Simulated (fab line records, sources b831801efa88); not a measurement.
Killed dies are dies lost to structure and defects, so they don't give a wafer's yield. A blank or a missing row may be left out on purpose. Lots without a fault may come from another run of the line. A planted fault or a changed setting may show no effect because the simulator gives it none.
fab line records | flow sky130
record lots=6 wafers=18 last_day=49
route steps=708 shown VT_ADJUST_HVTR@139 VT_ADJUST_PCH@143 SONOS_TUNNEL@154 PAD_OPEN@708
lots that met no fault: from a run of the same line without faults
start_h: hours from the record's first day to the start of the lot's first wafer shown | wait_h: hours since the lot's step before | " the same as in the row above | L1.1+2: a row that stands for several wafers | - no value, or no start given | * or withheld: withheld | < > ~ a bound
route shown NAME@n: a module of which the file shows steps, and the number in the route of the first | usual: mean/standard deviation of fault-free wafers | same: alike in all rows | chamber/n: place in a boat | sites: the reading at each site | _std_site: their standard deviation | _edge_site: outer sites' mean less inner sites' | radius_mm: how far each site lies from the wafer's centre | mask NAME#n: copy n | behind: the tool/chamber that last shaped the wafer | hold: why the lot was held/for how many hours/how that ended | device: the transistor (n, p or np) that didn't switch | end of line: the same wafers' tests at the end of the route | a step without rows: its recipe alone | killed: dies lost to structure and defects at the first sort, not the wafer's yield | map: a wafer's dies, x killed, . not, _ none there
set.NAME: the setting as run; set.NAME@STEP: as run at that earlier step | model.NAME: the simulator's own value behind a step, which no gauge read
lots at some steps of the route; a table a step, a row a wafer
services: from which hour (start_h, from the record's first day; less than 0 if before it) a tool's chamber was out of use, for how many hours, and why
## steps
# step SKY_VT_ADJUST_HVTR_OVL_MEAS_08
# usual VT_ADJUST_HVTR_OVL=0.1/1.2
# columns lot.wafer tool chamber start_h wait_h VT_ADJUST_HVTR_OVL[nm]
L685.1 overlay-02 - 207.58 0.1 1.1
L685.2 " - " " 1.2
L685.6 " - " " -0.5
L686.1 overlay-02 - 214.93 0.1 1.0
L686.5 " - " " 0.6
L686.6 " - " " 0.1
L692.1 overlay-01 - 259.68 0.1 -1.7
L692.2 " - " " -0.1
L692.6 " - " " -1.0
L691.1 overlay-02 - 260.83 0.1 -3.1
L691.2 " - " " -1.5
L691.3 " - " " -2.6
L693.1 overlay-01 - 269.49 0.1 0.1
L693.3 " - " " 0.8
L693.6 " - " " -0.1
L705.1 overlay-01 - 358.18 0.1 -0.1
L705.3 " - " " 1.6
L705.5 " - " " 0.5
# step SKY_VT_ADJUST_HVTR_IMPLANT_09
# recipe species=B energy_kev=10 dose_cm2=2.1e+12 tilt_deg=withheld
# step SKY_VT_ADJUST_HVTR_STRIP_10
# recipe chemistry=O2/N2 power_w=1400 pressure_mtorr=1500 platen_temp_c=withheld o2_flow_sccm=3000 n2_flow_sccm=300 overash_fraction=0.5
# usual drypump_motor_current_A=5.7/0.6 n2_flow_sccm=300.1/0.88 oes_product_au=0.715/0.0049 strip_time_to_endpoint_s=14.16/0.039
# columns lot.wafer tool chamber start_h wait_h drypump_motor_current_A n2_flow_sccm oes_product_au rf_hours_counter_h strip_time_to_endpoint_s
L685.1 plasma_asher-03 1 207.77 0.1 6.0 299.9 0.717 52 14.09
L685.2 " 0 " " 4.9 300.2 0.709 52 14.14
L685.6 " 1 " " 6.0 299.5 0.722 - 14.14
L686.1 plasma_asher-04 0 215.11 0.1 6.6 299.9 0.708 38 14.17
L686.5 " 0 " " 6.6 299.1 0.708 - 14.16
L686.6 " 1 " " 6.7 301.4 0.710 - 14.10
L692.1 plasma_asher-03 0 259.87 0.1 4.9 300.8 0.706 58 14.18
L692.2 " 1 " " 6.0 301.0 0.707 58 14.13
L692.6 " 0 " " 5.0 299.6 0.720 - 14.13
L691.1 plasma_asher-03 1 261.01 0.1 6.0 299.7 0.716 58 14.16
L691.2 " 0 " " 4.9 300.5 0.717 58 14.17
L691.3 " 0 " " 4.9 300.4 0.717 - 14.16
L693.1 plasma_asher-03 0 269.68 0.1 4.9 300.8 0.712 59 14.13
L693.3 " 0 " " 4.9 300.0 0.711 - 14.11
L693.6 " 0 " " 4.9 301.7 0.708 - 14.08
L705.1 plasma_asher-02 0 358.46 0.1 5.7 299.3 0.712 69 14.25
L705.3 " 1 " " 5.7 299.1 0.723 - 14.22
L705.5 " 1 " " 5.7 300.8 0.720 - 14.21
# step SKY_VT_ADJUST_HVTR_TW_MEAS_11
# usual VT_ADJUST_HVTR_TW=212.2/1.6
# columns lot.wafer tool chamber start_h wait_h VT_ADJUST_HVTR_TW
L685.1 film_metro-02 - 207.87 0.1 211.6
L685.2 " - " " 212.3
L685.6 " - " " 211.5
L686.1 film_metro-02 - 215.21 0.1 210.9
L686.5 " - " " 211.4
L686.6 " - " " 212.2
L692.1 film_metro-01 - 259.97 0.1 210.6
L692.2 " - " " 210.5
L692.6 " - " " 210.3
L691.1 film_metro-01 - 261.11 0.1 210.9
L691.2 " - " " 211.3
L691.3 " - " " 209.8
L693.1 film_metro-01 - 269.78 0.1 209.5
L693.3 " - " " 209.6
L693.6 " - " " 210.0
L705.1 film_metro-04 - 358.56 0.1 213.1
L705.3 " - " " 213.7
L705.5 " - " " 213.8
# step SKY_VT_ADJUST_PCH_DEHYDRATE_00
# recipe temp_c=200 time_s=60
# step SKY_VT_ADJUST_PCH_HMDS_01
# recipe prime_time_s=60 prime_temp_c=120
# step SKY_VT_ADJUST_PCH_COAT_02
# recipe spin_rpm=2000 resist_thk_nm=3000
# step SKY_VT_ADJUST_PCH_SOFTBAKE_03
# recipe temp_c=110 time_s=withheld
# step SKY_VT_ADJUST_PCH_EXPOSE_04
# recipe mask_id=NWM na=0.6 source_shape=conventional sigma_outer=0.6 polarization=unpolarized target_cd_nm=840 dose_mj=255
# step SKY_VT_ADJUST_PCH_PEB_05
# recipe temp_c=115 time_s=withheld
# step SKY_VT_ADJUST_PCH_DEVELOP_06
# recipe wall_angle_deg=90 developer=TMAH develop_time_s=60 dev_temp_c=23
# step SKY_VT_ADJUST_PCH_OVL_MEAS_07
# usual VT_ADJUST_PCH_OVL=-0.3/1.4
# columns lot.wafer tool chamber start_h wait_h VT_ADJUST_PCH_OVL[nm]
L685.1 overlay-01 - 229.62 - 0.1
L685.2 " - " " 0.0
L685.6 " - " " 0.2
L686.1 overlay-02 - 237.56 - -0.4
L686.5 " - " " 0.1
L686.6 " - " " 0.5
L692.1 overlay-01 - 284.97 - 0.4
L692.2 " - " " 1.2
L692.6 " - " " 1.8
L691.1 overlay-02 - 285.46 - -0.2
L691.2 " - " " -0.4
L691.3 " - " " 0.2
L693.1 overlay-02 - 294.71 - -0.9
L693.3 " - " " 0.8
L693.6 " - " " 1.4
L705.1 overlay-02 - 386.17 - -1.8
L705.3 " - " " -1.2
L705.5 " - " " -2.0
# step SKY_VT_ADJUST_PCH_IMPLANT_08
# recipe species=B energy_kev=10 dose_cm2=5e+11 tilt_deg=withheld
# usual beam_on_s=10.01/0.19 end_station_pressure_torr=5.01e-06/2.8e-07 faraday_current_uA=2.82/0.054
# columns lot.wafer tool chamber start_h wait_h beam_on_s end_station_pressure_torr faraday_current_uA
L685.1 implanter-01 0 229.66 0.0 10.09 5.14e-06 2.80
L685.2 " 0 " " 10.27 4.94e-06 2.75
L685.6 " 0 " " 10.02 4.62e-06 2.82
L686.1 implanter-01 0 237.60 0.0 10.10 4.91e-06 2.78
L686.5 " 0 " " 9.64 4.9e-06 2.91
L686.6 " 0 " " 10.01 4.81e-06 2.81
L692.1 implanter-01 0 285.00 0.0 12.28 0.00010009 2.32
L692.2 " 0 " " 12.06 0.00010341 2.36
L692.6 " 0 " " 12.01 9.701e-05 2.37
L691.1 implanter-02 0 285.50 0.0 10.22 5.51e-06 2.76
L691.2 " 0 " " 9.94 4.78e-06 2.84
L691.3 " 0 " " 9.88 4.94e-06 2.86
L693.1 implanter-01 0 294.75 0.0 12.34 0.00010017 2.30
L693.3 " 0 " " 12.36 0.00010565 2.30
L693.6 " 0 " " 12.02 0.00010155 2.37
L705.1 implanter-01 0 386.21 0.0 10.08 4.98e-06 2.79
L705.3 " 0 " " 9.95 5.12e-06 2.83
L705.5 " 0 " " 9.80 5.19e-06 2.87
# step SKY_VT_ADJUST_PCH_STRIP_09
# recipe chemistry=O2/N2 power_w=1400 pressure_mtorr=1500 platen_temp_c=withheld o2_flow_sccm=3000 n2_flow_sccm=300 overash_fraction=0.5
# usual drypump_motor_current_A=6.1/0.65 n2_flow_sccm=300.0/0.85 oes_product_au=0.722/0.0046 strip_time_to_endpoint_s=36.90/0.1
# columns lot.wafer tool chamber start_h wait_h drypump_motor_current_A n2_flow_sccm oes_product_au rf_hours_counter_h strip_time_to_endpoint_s
L685.1 plasma_asher-01 1 229.81 0.1 6.3 300.0 0.724 11 37.14
L685.2 " 0 " " 4.7 301.4 0.730 11 37.01
L685.6 " 1 " " 6.3 299.9 0.717 - 37.06
L686.1 plasma_asher-02 0 237.75 0.1 5.8 300.2 0.722 57 36.71
L686.5 " 1 " " 5.6 301.1 0.722 - 36.74
L686.6 " 0 " " 5.7 301.8 0.717 - 36.81
L692.1 plasma_asher-04 1 285.15 0.1 6.6 300.0 0.719 45 36.87
L692.2 " 0 " " 6.6 298.9 0.723 45 36.96
L692.6 " 0 " " 6.6 300.9 0.721 - 36.92
L691.1 plasma_asher-04 1 285.65 0.1 6.7 300.5 0.727 45 36.92
L691.2 " 0 " " 6.6 298.7 0.726 45 36.99
L691.3 " 0 " " 6.6 298.5 0.726 - 36.91
L693.1 plasma_asher-04 0 294.90 0.1 6.6 300.1 0.722 46 36.84
L693.3 " 0 " " 6.6 301.3 0.727 - 36.73
L693.6 " 0 " " 6.6 300.2 0.728 - 36.91
L705.1 plasma_asher-04 0 386.36 0.1 6.6 301.0 0.720 55 36.87
L705.3 " 1 " " 6.7 300.1 0.724 - 36.96
L705.5 " 1 " " 6.7 297.9 0.727 - 36.99
# step SKY_VT_ADJUST_PCH_TW_MEAS_10
# usual VT_ADJUST_PCH_TW=141.9/1.8
# columns lot.wafer tool chamber start_h wait_h VT_ADJUST_PCH_TW
L685.1 film_metro-01 - 229.91 0.1 143.1
L685.2 " - " " 142.8
L685.6 " - " " 142.6
L686.1 film_metro-02 - 237.85 0.1 143.6
L686.5 " - " " 143.2
L686.6 " - " " 142.6
L692.1 film_metro-01 - 285.25 0.1 148.8
L692.2 " - " " 149.5
L692.6 " - " " 149.2
L691.1 film_metro-01 - 285.75 0.1 141.7
L691.2 " - " " 142.0
L691.3 " - " " 142.4
L693.1 film_metro-03 - 295.00 0.1 147.5
L693.3 " - " " 148.1
L693.6 " - " " 148.3
L705.1 film_metro-03 - 386.46 0.1 140.1
L705.3 " - " " 139.8
L705.5 " - " " 139.7
# step SKY_SONOS_TUNNEL_DEHYDRATE_00
# recipe temp_c=200 time_s=60
# step SKY_PAD_OPEN_PROBE_99
# usual killed_at_M0_to_M3=43/6.7 killed_at_M4_up=3.2/1.9 killed_at_contacts=24/5.9 killed_at_front_end=15/4.1 killed_at_other=0.3/0.56 killed_dies=86/9.5 killed_open=47/7.4 killed_short=39/5.5
# same gross_dies=492 killed_at_back_side=0
# columns lot.wafer tool chamber start_h wait_h killed_at_M0_to_M3 killed_at_M4_up killed_at_contacts killed_at_front_end killed_at_other killed_dies killed_open killed_short model.etest.pfet_g5v0d10v5.off_log10_a_um model.etest.pfet_01v8_lvt.off_log10_a_um model.etest.pfet_g5v0d10v5.vt_sat_v model.etest.pfet_16v.vt_v model.etest.pfet_g5v0d10v5.vt_v model.etest.pfet_g5v0d10v5.vt_long_v model.etest.pfet_01v8_lvt.vt_sat_v model.etest.pfet_01v8_lvt.vt_v
L685.1 prober-02 - 1074.76 0.1 40 2 33 15 0 90 49 41 -12.33 -8.7 -0.6275 -1.093 -0.8343 -0.9237 -0.422 -0.5215
L685.2 prober-02 - 1074.81 0.1 48 4 24 14 1 91 52 39 -12.28 -8.546 -0.6076 -1.081 -0.8158 -0.9152 -0.4185 -0.5176
L685.6 prober-02 - 1075.01 0.2 36 5 31 11 0 83 41 42 -12.31 -8.659 -0.6066 -1.084 -0.8165 -0.9195 -0.4175 -0.52
L686.1 prober-01 - 1085.42 0.1 57 1 27 9 3 97 53 44 -12.89 -9.025 -0.6587 -1.112 -0.8381 -0.9428 -0.4573 -0.542
L686.5 prober-01 - 1085.62 0.2 39 2 34 20 1 96 61 35 -12.75 -9.341 -0.6619 -1.117 -0.8445 -0.9412 -0.4682 -0.5547
L686.6 prober-01 - 1085.67 0.2 45 3 40 19 1 108 57 51 -12.85 -9.154 -0.6634 -1.113 -0.8486 -0.9387 -0.4605 -0.5459
L692.1 prober-02 - 1122.95 0.1 35 3 23 13 0 74 50 24 -11.97 -8.119 -0.5785 -1.04 -0.7889 -0.8739 -0.3675 -0.4652
L692.2 prober-02 - 1123.00 0.1 44 4 25 12 0 85 51 34 -11.66 -8.024 -0.5545 -1.044 -0.7737 -0.8837 -0.3675 -0.4692
L692.6 prober-02 - 1123.20 0.2 46 1 22 17 0 86 48 38 -11.83 -8.061 -0.5693 -1.046 -0.7795 -0.879 -0.3715 -0.4668
L691.1 prober-01 - 1124.79 0.1 40 2 20 22 1 85 50 35 -12.68 -8.918 -0.648 -1.11 -0.8465 -0.935 -0.4463 -0.5426
L691.2 prober-01 - 1124.84 0.1 37 2 20 11 0 70 35 35 -12.78 -9.114 -0.655 -1.124 -0.8499 -0.9518 -0.4587 -0.5504
L691.3 prober-01 - 1124.89 0.2 41 1 30 20 1 93 48 45 -12.78 -9.166 -0.6363 -1.114 -0.8313 -0.9326 -0.4574 -0.5488
L693.1 prober-01 - 1131.63 0.1 48 4 12 11 0 75 40 35 -11.99 -8.511 -0.5812 -1.04 -0.7812 -0.8832 -0.4065 -0.4958
L693.3 prober-01 - 1131.73 0.2 47 7 22 19 1 96 51 44 -12.33 -8.545 -0.607 -1.046 -0.8005 -0.8875 -0.4153 -0.5061
L693.6 prober-01 - 1131.88 0.2 32 4 22 18 0 76 42 33 -11.88 -8.598 -0.5741 -1.042 -0.7737 -0.8852 -0.4108 -0.4976
L705.1 prober-02 - 1186.87 0.1 46 1 22 10 0 79 40 39 -12.69 -8.858 -0.6601 -1.085 -0.8511 -0.9137 -0.4389 -0.5313
L705.3 prober-02 - 1186.97 0.2 47 1 22 10 1 81 44 37 -12.29 -8.811 -0.6263 -1.103 -0.8174 -0.9286 -0.4355 -0.5282
L705.5 prober-02 - 1187.07 0.2 46 2 32 12 1 93 48 45 -12.7 -8.761 -0.6426 -1.097 -0.8312 -0.9244 -0.4371 -0.5262
# killed by level:class
L685.1 CONTACT:geometric_particle:open=14 LI_CONTACT:geometric_particle:open=10 VIA2:geometric_particle:open=8 VIA1:geometric_particle:open=7 METAL1:geometric_particle:short=6 VIA1:geometric_particle:short=5 POLY_GATE:geometric_particle:short=4 METAL2:geometric_particle:short=4
L685.2 VIA2:geometric_particle:open=14 CONTACT:geometric_particle:open=10 VIA1:geometric_particle:open=9 VIA3:geometric_particle:open=9 FIELD_ISO:geometric_particle:short=6 LI_CONTACT:geometric_particle:open=5 CONTACT:geometric_particle:short=5 VIA2:geometric_particle:short=5
L685.6 CONTACT:geometric_particle:open=14 VIA1:geometric_particle:open=9 VIA1:geometric_particle:short=7 METAL2:geometric_particle:short=6 LOCAL_INTERCONNECT:geometric_particle:short=5 CONTACT:geometric_particle:short=5 LI_CONTACT:geometric_particle:open=4 VIA3:geometric_particle:open=4
L686.1 VIA1:geometric_particle:open=14 VIA3:geometric_particle:open=10 METAL1:geometric_particle:short=8 METAL2:geometric_particle:short=8 LI_CONTACT:geometric_particle:short=7 CONTACT:geometric_particle:open=7 VIA1:geometric_particle:short=7 CONTACT:geometric_particle:short=4
L686.5 LI_CONTACT:geometric_particle:open=13 CONTACT:geometric_particle:open=12 FIELD_ISO:geometric_particle:open=9 VIA1:geometric_particle:open=8 METAL1:geometric_particle:short=7 VIA2:geometric_particle:open=5 VIA3:geometric_particle:open=5 METAL3:geometric_particle:short=4
L686.6 LI_CONTACT:geometric_particle:open=11 VIA1:geometric_particle:open=11 CONTACT:geometric_particle:open=10 LOCAL_INTERCONNECT:geometric_particle:short=9 VIA1:geometric_particle:short=8 VIA2:geometric_particle:open=7 METAL1:geometric_particle:short=6 VIA3:geometric_particle:open=5
L692.1 VIA1:geometric_particle:open=10 LI_CONTACT:geometric_particle:open=8 CONTACT:geometric_particle:open=8 VIA2:geometric_particle:open=7 METAL1:geometric_particle:short=6 VIA3:geometric_particle:open=5 FIELD_ISO:geometric_particle:open=4 POLY_GATE:geometric_particle:open=4
L692.2 VIA1:geometric_particle:open=11 CONTACT:geometric_particle:open=9 VIA3:geometric_particle:open=6 LI_CONTACT:geometric_particle:open=5 VIA2:geometric_particle:short=5 FIELD_ISO:geometric_particle:open=4 CONTACT:geometric_particle:short=4 VIA1:geometric_particle:short=4
L692.6 VIA3:geometric_particle:open=12 CONTACT:geometric_particle:open=12 VIA1:geometric_particle:short=7 LI_CONTACT:geometric_particle:open=7 METAL2:geometric_particle:short=5 METAL1:geometric_particle:short=5 FIELD_ISO:geometric_particle:short=4 POLY_GATE:geometric_particle:short=4
L691.1 VIA1:geometric_particle:open=13 CONTACT:geometric_particle:open=8 VIA1:geometric_particle:short=8 POLY_GATE:geometric_particle:short=6 LI_CONTACT:geometric_particle:open=6 FIELD_ISO:geometric_particle:open=5 FIELD_ISO:geometric_particle:short=5 VIA2:geometric_particle:open=5
L691.2 CONTACT:geometric_particle:open=9 VIA1:geometric_particle:open=9 VIA3:geometric_particle:open=7 VIA1:geometric_particle:short=5 CONTACT:geometric_particle:short=5 METAL1:geometric_particle:short=4 FIELD_ISO:geometric_particle:short=3 POLY_GATE:geometric_particle:short=3
L691.3 LI_CONTACT:geometric_particle:open=12 CONTACT:geometric_particle:open=7 VIA1:geometric_particle:open=7 FIELD_ISO:geometric_particle:short=6 FIELD_ISO:geometric_particle:open=6 METAL2:geometric_particle:short=6 VIA3:geometric_particle:open=5 LI_CONTACT:geometric_particle:short=5
L693.1 VIA1:geometric_particle:open=10 METAL1:geometric_particle:short=8 VIA2:geometric_particle:open=7 METAL2:geometric_particle:short=5 VIA3:geometric_particle:open=5 POLY_GATE:geometric_particle:open=4 LI_CONTACT:geometric_particle:open=4 CONTACT:geometric_particle:open=4
L693.3 VIA2:geometric_particle:open=11 CONTACT:geometric_particle:open=8 FIELD_ISO:geometric_particle:open=7 VIA1:geometric_particle:open=7 METAL1:geometric_particle:short=6 VIA3:geometric_particle:open=6 METAL4:geometric_particle:short=6 LOCAL_INTERCONNECT:geometric_particle:short=5
L693.6 VIA1:geometric_particle:open=9 CONTACT:geometric_particle:open=8 FIELD_ISO:geometric_particle:open=7 LI_CONTACT:geometric_particle:open=5 CONTACT:geometric_particle:short=5 VIA1:geometric_particle:short=4 VIA2:geometric_particle:open=4 METAL3:geometric_particle:short=4
L705.1 VIA2:geometric_particle:short=8 LI_CONTACT:geometric_particle:open=8 METAL1:geometric_particle:short=8 VIA2:geometric_particle:open=7 CONTACT:geometric_particle:open=6 VIA1:geometric_particle:short=5 VIA1:geometric_particle:open=5 VIA3:geometric_particle:open=5
L705.3 VIA1:geometric_particle:open=10 VIA3:geometric_particle:open=10 CONTACT:geometric_particle:open=6 LI_CONTACT:geometric_particle:open=5 METAL1:geometric_particle:short=5 VIA1:geometric_particle:short=5 FIELD_ISO:geometric_particle:short=4 METAL2:geometric_particle:short=4
L705.5 LI_CONTACT:geometric_particle:open=11 METAL1:geometric_particle:short=8 VIA2:geometric_particle:open=8 CONTACT:geometric_particle:short=7 VIA1:geometric_particle:open=7 CONTACT:geometric_particle:open=6 POLY_GATE:geometric_particle:short=5 METAL3:geometric_particle:short=5
## services
# columns tool chamber start_h hours kind
implanter-01 - 224.38 3.3 pm
plasma_asher-01 - 261.59 1.9 repair
plasma_asher-03 - 280.30 14.6 pm
plasma_asher-02 - 294.00 2.8 pm
implanter-02 - 323.43 2.8 pm
plasma_asher-04 - 326.82 1.9 repair
## key
first_sign step=SKY_VT_ADJUST_PCH_IMPLANT_08 reading=end_station_pressure_torr direction=up sigmas=99+ usual=5.01e-06 struck=0.00010131
effect step=SKY_VT_ADJUST_PCH_IMPLANT_08 reading=beam_on_s direction=up sigmas=11 usual=10.01 struck=12.18
effect step=SKY_VT_ADJUST_PCH_TW_MEAS_10 reading=VT_ADJUST_PCH_TW direction=up sigmas=3.7 usual=141.9 struck=148.6
model_effect step=SKY_PAD_OPEN_PROBE_99 value=etest.pfet_g5v0d10v5.off_log10_a_um without=-12.5 struck=-11.94
met_at SKY_VT_ADJUST_PCH_IMPLANT_08
struck_wafers L692.1,L692.2,L692.6,L693.1,L693.3,L693.6
tester_left_out L692,L693
onset_between 237.60 285.00
fault kind=process_parameter_drift tool=implanter-01 chamber=- onset_h=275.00 steps=SKY_VT_ADJUST_PCH_IMPLANT_08 channel=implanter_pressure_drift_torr offset=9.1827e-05 shape=step end_h=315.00
fault kind=process_parameter_drift tool=implanter-01 chamber=- onset_h=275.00 steps=SKY_VT_ADJUST_PCH_IMPLANT_08 channel=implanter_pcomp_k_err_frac offset=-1 shape=step end_h=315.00
# tester_left_out: of these lots the tester's yield and bins aren't shown, on N5 and GAA mostly nor the transistor test; their killed dies are dies lost to structure and defects alone, not to doping, threshold or leakage, so they don't give the yield
